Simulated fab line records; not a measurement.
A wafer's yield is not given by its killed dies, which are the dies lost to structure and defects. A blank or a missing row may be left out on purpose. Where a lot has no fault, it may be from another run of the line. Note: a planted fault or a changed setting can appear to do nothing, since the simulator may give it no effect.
Which tool is to blame?	flow gf180mcu	72 wafers from 24 lots sampled at 5 of the route's 602 steps

## WHAT THE GAUGES SHOWED, per wafer
GF_M1_RS_MEAS_05: measurement is done with a four-point probe.
lot	measured	on	M1_ALCU_RS (ohm/sq)
L074	day 15 23:42	filmMetro-03	0.0691 0.0696 0.0699
L075	day 16 20:11	filmMetro-01	0.0694 0.0696 0.0681
L076	day 16 23:03	filmMetro-04	0.0702 0.0687 0.0697
L077	day 17 01:56	filmMetro-01	0.0689 0.0703 0.0685
L078	day 17 20:48	filmMetro-03	0.0700 0.0700 0.0689
L080	day 18 09:26	filmMetro-03	0.0696 0.0690 0.0694
L079	day 18 11:28	filmMetro-04	0.0694 0.0695 0.0695
L081	day 18 19:40	filmMetro-03	0.0693 0.0710 0.0696
L082	day 19 05:49	filmMetro-04	0.0688 0.0684 0.0690
L083	day 19 17:52	filmMetro-03	0.0682 0.0690 0.0687
L084	day 19 22:37	filmMetro-03	0.0705 0.0701 0.0700
L085	day 20 08:43	filmMetro-03	0.0690 0.0690 0.0686
L086	day 20 17:28	filmMetro-03	0.0688 0.0691 0.0675
L087	day 21 01:10	filmMetro-01	0.0690 0.0697 0.0697
L088	day 21 08:59	filmMetro-01	0.0698 0.0684 0.0704
L089	day 21 15:15	filmMetro-01	0.0704 0.0709 0.0691
L090	day 22 00:31	filmMetro-04	0.0695 0.0703 0.0689
L091	day 22 07:50	filmMetro-03	0.0696 0.0690 0.0691
L092	day 22 19:46	filmMetro-04	0.0683 0.0687 0.0714
L093	day 23 00:55	filmMetro-04	0.0685 0.0698 0.0700
L094	day 23 06:59	filmMetro-01	0.0681 0.0690 0.0675
L095	day 23 14:46	filmMetro-03	0.0706 0.0692 0.0692
L096	day 23 22:41	filmMetro-03	0.0704 0.0691 0.0707
L097	day 24 06:20	filmMetro-01	0.0687 0.0709 0.0706

GF_V1_RS_MEAS_24: measurement is done with a four-point probe.
lot	measured	on	V1_W_RS (ohm/sq)
L074	day 18 00:29	filmMetro-03	0.323 0.329 0.333
L075	day 18 21:49	filmMetro-02	0.329 0.324 0.324
L076	day 19 00:40	filmMetro-03	0.329 0.324 0.323
L077	day 19 03:23	filmMetro-01	0.320 0.326 0.323
L078	day 19 23:36	filmMetro-01	0.328 0.326 0.323
L080	day 20 12:03	filmMetro-01	0.325 0.319 0.322
L079	day 20 14:59	filmMetro-02	0.331 0.335 0.330
L081	day 20 23:15	filmMetro-01	0.326 0.333 0.333
L082	day 21 09:12	filmMetro-02	0.329 0.328 0.335
L083	day 21 20:50	filmMetro-03	0.327 0.326 0.328
L084	day 22 01:49	filmMetro-03	0.328 0.325 0.324
L085	day 22 11:58	filmMetro-02	0.326 0.330 0.330
L086	day 22 19:46	filmMetro-02	0.325 0.325 0.324
L087	day 23 02:50	filmMetro-01	0.321 0.322 0.330
L088	day 23 09:44	filmMetro-02	0.327 0.325 0.324
L089	day 23 15:05	filmMetro-02	0.328 0.322 0.327
L090	day 24 00:49	filmMetro-01	0.330 0.336 0.331
L091	day 24 08:01	filmMetro-01	0.324 0.325 0.318
L092	day 24 19:25	filmMetro-01	0.321 0.323 0.320
L093	day 24 23:59	filmMetro-03	0.327 0.321 0.327
L094	day 25 06:01	filmMetro-01	0.326 0.328 0.330
L095	day 25 13:50	filmMetro-02	0.324 0.322 0.325
L096	day 25 19:50	filmMetro-03	0.325 0.323 0.325
L097	day 26 03:42	filmMetro-01	0.325 0.325 0.325

GF_V2_RS_MEAS_24: measurement is done with a four-point probe.
lot	measured	on	V2_W_RS (ohm/sq)
L074	day 20 03:07	filmMetro-04	0.334 0.332 0.336
L075	day 21 01:06	filmMetro-04	0.341 0.333 0.337
L076	day 21 04:37	filmMetro-04	0.333 0.328 0.331
L077	day 21 07:37	filmMetro-01	0.336 0.330 0.339
L078	day 22 03:45	filmMetro-04	0.326 0.329 0.326
L080	day 22 15:05	filmMetro-01	0.328 0.333 0.330
L079	day 22 18:20	filmMetro-01	0.326 0.332 0.329
L081	day 23 02:17	filmMetro-04	0.342 0.329 0.327
L082	day 23 11:14	filmMetro-04	0.332 0.331 0.331
L083	day 23 22:44	filmMetro-02	0.340 0.331 0.339
L084	day 24 02:56	filmMetro-02	0.335 0.334 0.334
L085	day 24 12:07	filmMetro-01	0.333 0.334 0.334
L086	day 24 20:19	filmMetro-01	0.327 0.330 0.327
L087	day 25 02:11	filmMetro-04	0.340 0.332 0.331
L088	day 25 09:41	filmMetro-04	0.329 0.335 0.333
L089	day 25 14:04	filmMetro-04	0.326 0.326 0.325
L090	day 25 23:11	filmMetro-02	0.330 0.331 0.334
L091	day 26 06:40	filmMetro-01	0.341 0.340 0.339
L092	day 26 16:59	filmMetro-04	0.327 0.330 0.330
L093	day 26 21:42	filmMetro-02	0.334 0.335 0.333
L094	day 27 03:10	filmMetro-02	0.333 0.329 0.334
L095	day 27 10:44	filmMetro-01	0.328 0.331 0.327
L096	day 27 17:28	filmMetro-01	0.330 0.334 0.330
L097	day 27 23:53	filmMetro-04	0.336 0.334 0.332

GF_V4_THK_MEAS_03.
lot	measured	on	V4_CVD_02_THK (nm)
L074	day 23 07:14	filmMetro-04	858 855 862
L075	day 24 04:28	filmMetro-04	854 845 853
L076	day 24 06:38	filmMetro-02	853 869 867
L077	day 24 09:49	filmMetro-02	858 870 869
L078	day 25 04:54	filmMetro-01	881 871 851
L080	day 25 14:40	filmMetro-04	829 854 833
L079	day 25 18:13	filmMetro-01	842 869 864
L081	day 26 00:18	filmMetro-02	852 838 851
L082	day 26 09:28	filmMetro-02	865 854 880
L083	day 26 19:29	filmMetro-01	851 856 888
L084	day 27 00:00	filmMetro-04	856 856 865
L085	day 27 08:14	filmMetro-02	853 869 859
L086	day 27 15:37	filmMetro-02	841 853 871
L087	day 27 21:29	filmMetro-04	856 855 859
L088	day 28 03:09	filmMetro-04	840 843 838
L089	day 28 08:40	filmMetro-02	844 853 856
L090	day 28 17:06	filmMetro-01	839 854 833
L091	day 29 00:18	filmMetro-01	856 844 853
L092	day 29 08:21	filmMetro-04	848 871 877
L093	day 29 13:44	filmMetro-04	835 860 852
L094	day 29 19:23	filmMetro-01	869 869 867
L095	day 30 01:28	filmMetro-04	855 858 877
L096	day 30 07:10	filmMetro-02	849 862 866
L097	day 30 13:19	filmMetro-02	837 843 856

## WHAT TOOL EACH LOT RAN ON (gives the tool, then ch and the chambers of the sampled wafers, and finally the start)
lot	GF_M2_SPUTTER_03
L074	pvdSputter-02, day 18 01:07
L075	pvdSputter-02, day 18 22:28
L076	pvdSputter-02, day 19 01:17
L077	pvdSputter-02, day 19 04:10
L078	pvdSputter-03, day 20 00:14
L080	pvdSputter-02, day 20 12:41
L079	pvdSputter-02, day 20 15:35
L081	pvdSputter-03, day 20 23:54
L082	pvdSputter-01, day 21 09:50
L083	pvdSputter-03, day 21 21:29
L084	pvdSputter-03, day 22 02:27
L085	pvdSputter-02, day 22 12:35
L086	pvdSputter-03, day 22 20:24
L087	pvdSputter-03, day 23 03:29
L088	pvdSputter-03, day 23 10:23
L089	pvdSputter-02, day 23 15:41
L090	pvdSputter-03, day 24 01:28
L091	pvdSputter-02, day 24 08:40
L092	pvdSputter-02, day 24 20:01
L093	pvdSputter-03, day 25 00:35
L094	pvdSputter-02, day 25 06:36
L095	pvdSputter-02, day 25 14:27
L096	pvdSputter-03, day 25 20:26
L097	pvdSputter-02, day 26 04:20
- GF_M2_SPUTTER_03: material Ti, target thk 10 nm, time 6.7 s.

## WHAT THE TOOLS THEMSELVES READ (means of the sampled wafers that have a number; where no wafer has one, the mark that the record gives instead)
GF_M2_SPUTTER_03.
lot	tool	throttleValvePct (%)
L074	pvdSputter-02	30.1
L075	pvdSputter-02	30.9
L076	pvdSputter-02	28.8
L077	pvdSputter-02	30.2
L078	pvdSputter-03	30.2
L080	pvdSputter-02	29.7
L079	pvdSputter-02	30.8
L081	pvdSputter-03	30.2
L082	pvdSputter-01	29.0
L083	pvdSputter-03	30.2
L084	pvdSputter-03	30.0
L085	pvdSputter-02	30.8
L086	pvdSputter-03	30.5
L087	pvdSputter-03	30.1
L088	pvdSputter-03	29.7
L089	pvdSputter-02	29.8
L090	pvdSputter-03	29.8
L091	pvdSputter-02	30.7
L092	pvdSputter-02	30.4
L093	pvdSputter-03	29.8
L094	pvdSputter-02	29.1
L095	pvdSputter-02	29.9
L096	pvdSputter-03	29.5
L097	pvdSputter-02	29.9

## THE ANSWER, worked out from the rows above alone
Rule: the lots themselves supply what counts as usual. Put in order of their means at a reading, lots are off if they are a third of the lots or fewer, leave a main group of 4 or more, and stand apart from it by a gap of 3 or more times the standard deviation of the main group's means; of several such gaps the widest counts. The tables above print the reading to a certain number of digits; a main group whose means all agree to those digits is not used. Also off: a lot with no number at a reading for which 4 or more lots have one. Any other lot the step has rows for is counted as sound. The gauges are gone through in route order, then the tools' own readings, and for those a lot's mean is taken as printed above. At the first step where some lot is off, the reading lying furthest off is the one used; lots without a number count as furthest.
No lot is off at any reading shown: from this, nothing can be told.

## WHAT HAD BEEN PUT IN BY THE SIMULATOR
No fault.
